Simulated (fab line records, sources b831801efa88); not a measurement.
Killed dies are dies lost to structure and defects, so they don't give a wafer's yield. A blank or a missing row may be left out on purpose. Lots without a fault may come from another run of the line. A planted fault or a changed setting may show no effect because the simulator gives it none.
Which tool did it? | flow sky130 | 11 lots, 33 wafers sampled, at 5 steps of a route of 708

WHAT THE GAUGES READ, wafer by wafer
SKY_FIELD_ISO_THK_MEAS_23. Usual: FIELD_ISO_OXIDATION_01_THK 9.97 nm, standard deviation 0.15.
lot  | measured    | on            | FIELD_ISO_OXIDATION_01_THK (nm) | flag
L309 | day 2 11:07 | film_metro-04 | 9.95 9.80 10.00                 |
L310 | day 2 13:41 | film_metro-04 | 9.96 9.90 10.10                 |
L311 | day 2 21:47 | film_metro-03 | 10.09 9.91 9.91                 |
L315 | day 3 17:16 | film_metro-01 | 10.04 10.11 10.07               |
L316 | day 3 20:43 | film_metro-01 | 10.01 10.15 9.87                |
L317 | day 4 01:54 | film_metro-04 | 10.12 10.06 10.13               |
L320 | day 4 17:01 | film_metro-01 | 9.90 9.85 10.13                 |
L321 | day 4 22:56 | film_metro-04 | 9.88 9.73 9.86                  |
L322 | day 5 05:52 | film_metro-03 | 9.95 9.81 9.64                  |
L328 | day 6 13:34 | film_metro-04 | 9.94 9.87 9.94                  |
L331 | day 7 02:16 | film_metro-03 | 9.87 9.96 10.00                 |

SKY_FIELD_ISO_THK_MEAS_25. Usual: FIELD_ISO_CVD_24_THK 596 nm, standard deviation 8.
lot  | measured    | on            | FIELD_ISO_CVD_24_THK (nm) | flag
L309 | day 2 11:14 | film_metro-01 | 590 588 583               |
L310 | day 2 13:49 | film_metro-03 | 606 600 595               |
L311 | day 2 21:55 | film_metro-01 | 590 592 597               |
L315 | day 3 17:23 | film_metro-04 | 590 594 600               |
L316 | day 3 20:51 | film_metro-01 | 609 607 611               |
L317 | day 4 02:02 | film_metro-03 | 605 601 613               |
L320 | day 4 17:09 | film_metro-04 | 603 603 591               |
L321 | day 4 23:04 | film_metro-01 | 593 595 590               |
L322 | day 5 06:00 | film_metro-01 | 596 604 596               |
L328 | day 6 13:41 | film_metro-03 | 600 593 590               |
L331 | day 7 02:24 | film_metro-01 | 599 614 600               |

SKY_NWELL_THK_MEAS_02. Usual: NWELL_OXIDATION_THK 10.05 nm, standard deviation 0.17.
lot  | measured    | on            | NWELL_OXIDATION_THK (nm) | flag
L309 | day 2 18:07 | film_metro-03 | 10.05 9.95 10.24         |
L310 | day 2 20:55 | film_metro-01 | 9.83 9.90 9.84           |
L311 | day 3 04:02 | film_metro-03 | 9.98 9.88 9.95           |
L315 | day 3 23:47 | film_metro-01 | 10.21 9.98 9.96          |
L316 | day 4 01:12 | film_metro-03 | 9.93 9.82 9.87           |
L317 | day 4 07:31 | film_metro-01 | 9.91 9.72 9.71           |
L320 | day 4 22:51 | film_metro-01 | 10.16 10.31 10.07        |
L321 | day 5 07:16 | film_metro-03 | 10.00 9.72 9.98          |
L322 | day 5 14:42 | film_metro-02 | 10.07 10.25 10.19        |
L328 | day 6 21:37 | film_metro-02 | 9.81 9.88 9.90           |
L331 | day 7 07:21 | film_metro-02 | 10.28 10.17 10.11        |

WHICH TOOL RAN EACH LOT (tool, then ch and the chambers of the sampled wafers, then the start)
lot  | SKY_FIELD_ISO_ETCH_14             | SKY_FIELD_ISO_STRIP_16
L309 | rie_diel-04 ch 1,2,3, day 2 04:58 | plasma_asher-03 ch 0,1, day 2 05:04
L310 | rie_diel-01 ch 0,1,3, day 2 10:23 | plasma_asher-02 ch 0,1, day 2 10:29
L311 | rie_diel-04 ch 1,2, day 2 19:01   | plasma_asher-04 ch 0,1, day 2 19:07
L315 | rie_diel-04 ch 1,2,3, day 3 14:44 | plasma_asher-03 ch 0,1, day 3 14:50
L316 | rie_diel-04 ch 0,2,3, day 3 18:02 | plasma_asher-02 ch 0,1, day 3 18:08
L317 | rie_diel-02 ch 0,1,2, day 3 23:35 | plasma_asher-04 ch 0,1, day 3 23:41
L320 | rie_diel-01 ch 1,2,3, day 4 14:56 | plasma_asher-04 ch 0,1, day 4 15:02
L321 | rie_diel-04 ch 0,2,3, day 4 21:04 | plasma_asher-03 ch 0,1, day 4 21:10
L322 | rie_diel-04 ch 0,1,2, day 5 01:37 | plasma_asher-04 ch 0,1, day 5 01:43
L328 | rie_diel-01 ch 1,2, day 6 09:58   | plasma_asher-03 ch 0,1, day 6 10:06
L331 | rie_diel-02 ch 0,1,2, day 7 00:33 | plasma_asher-03 ch 0,1, day 7 00:39
- SKY_FIELD_ISO_ETCH_14: etches BARC in N2/H2, stops on SiO2, time 45.9 s, target depth 60 nm.
- SKY_FIELD_ISO_STRIP_16: strips in O2/N2.

WHAT THE TOOLS THEMSELVES READ (means of the sampled wafers that have a number; where no wafer has one, the mark that the record gives instead)
SKY_FIELD_ISO_ETCH_14. Usual: chamber_pressure_mTorr 30.002 mTorr, standard deviation 0.025; drypump_motor_current_A 5.6 A, standard deviation 0.47; oes_product_au 0.854 a.u., standard deviation 0.0047; throttle_valve_pct 13.225 %, standard deviation 0.0094.
lot  | tool        | chamber_pressure_mTorr (mTorr) | drypump_motor_current_A (A) | oes_product_au (a.u.) | throttle_valve_pct (%) | flag
L309 | rie_diel-04 | 30.016                         | 5.4                         | 0.850                 | 13.230                 |
L310 | rie_diel-01 | 30.016                         | 6.0                         | 0.855                 | 13.224                 |
L311 | rie_diel-04 | 29.975                         | 5.0                         | 0.853                 | 13.229                 |
L315 | rie_diel-04 | 29.999                         | 5.4                         | 0.851                 | 13.227                 |
L316 | rie_diel-04 | 29.973                         | 5.8                         | 0.851                 | 13.234                 |
L317 | rie_diel-02 | 30.032                         | 5.4                         | 0.853                 | 13.220                 |
L320 | rie_diel-01 | 30.005                         | 6.0                         | 0.857                 | 13.228                 |
L321 | rie_diel-04 | 29.977                         | 5.8                         | 0.841                 | 13.221                 |
L322 | rie_diel-04 | 29.993                         | 5.5                         | 0.841                 | 13.220                 |
L328 | rie_diel-01 | 29.993                         | 6.0                         | 0.851                 | 13.225                 |
L331 | rie_diel-02 | 29.994                         | 5.4                         | 0.855                 | 13.225                 |

SKY_FIELD_ISO_STRIP_16. Usual: chamber_pressure_mTorr 1500.1 mTorr, standard deviation 1.3; drypump_motor_current_A 5.9 A, standard deviation 0.45; o2_flow_sccm 3000 sccm, standard deviation 9.9; oes_product_au 0.378 a.u., standard deviation 0.0047; strip_time_to_endpoint_s 3.54 s, standard deviation 0.033.
lot  | tool            | chamber_pressure_mTorr (mTorr) | drypump_motor_current_A (A) | o2_flow_sccm (sccm) | oes_product_au (a.u.) | strip_time_to_endpoint_s (s) | flag
L309 | plasma_asher-03 | 1498.9                         | 5.6                         | 3001                | 0.382                 | 3.51                         |
L310 | plasma_asher-02 | 1499.9                         | 5.3                         | 3010                | 0.381                 | 3.52                         |
L311 | plasma_asher-04 | 1499.3                         | 6.2                         | 3002                | 0.380                 | 3.50                         |
L315 | plasma_asher-03 | 1499.2                         | 5.9                         | 2991                | 0.381                 | 3.56                         |
L316 | plasma_asher-02 | 1501.5                         | 5.3                         | 3001                | 0.375                 | 3.53                         |
L317 | plasma_asher-04 | 1500.1                         | 6.2                         | 2993                | 0.374                 | 3.50                         |
L320 | plasma_asher-04 | 1501.4                         | 6.3                         | 3010                | 0.378                 | 3.54                         |
L321 | plasma_asher-03 | 1498.9                         | 5.6                         | 3007                | 0.375                 | 3.60                         |
L322 | plasma_asher-04 | 1499.9                         | 6.3                         | 3014                | 0.379                 | 3.62                         |
L328 | plasma_asher-03 | 1500.8                         | 5.9                         | 2999                | 0.381                 | 3.55                         |
L331 | plasma_asher-03 | 1500.8                         | 5.7                         | 3007                | 0.376                 | 3.53                         |

THE ANSWER, worked out from the rows above alone
Rule: a lot is off if the mean of its wafers that have a number lies more than 3 standard deviations from the usual mean. A lot without any number at a reading at which 4 lots or more have one is off too. The other lots that the step has rows for count as sound. The gauges are gone through in route order, then the tools' own readings, and for those a lot's mean is taken as printed above. The first step at which some lot is off is used, and at that step the reading that is off furthest; a lot without a number counts as furthest.
No lot is off at any reading shown: from this, nothing can be told.

WHAT THE SIMULATOR HAD PUT IN
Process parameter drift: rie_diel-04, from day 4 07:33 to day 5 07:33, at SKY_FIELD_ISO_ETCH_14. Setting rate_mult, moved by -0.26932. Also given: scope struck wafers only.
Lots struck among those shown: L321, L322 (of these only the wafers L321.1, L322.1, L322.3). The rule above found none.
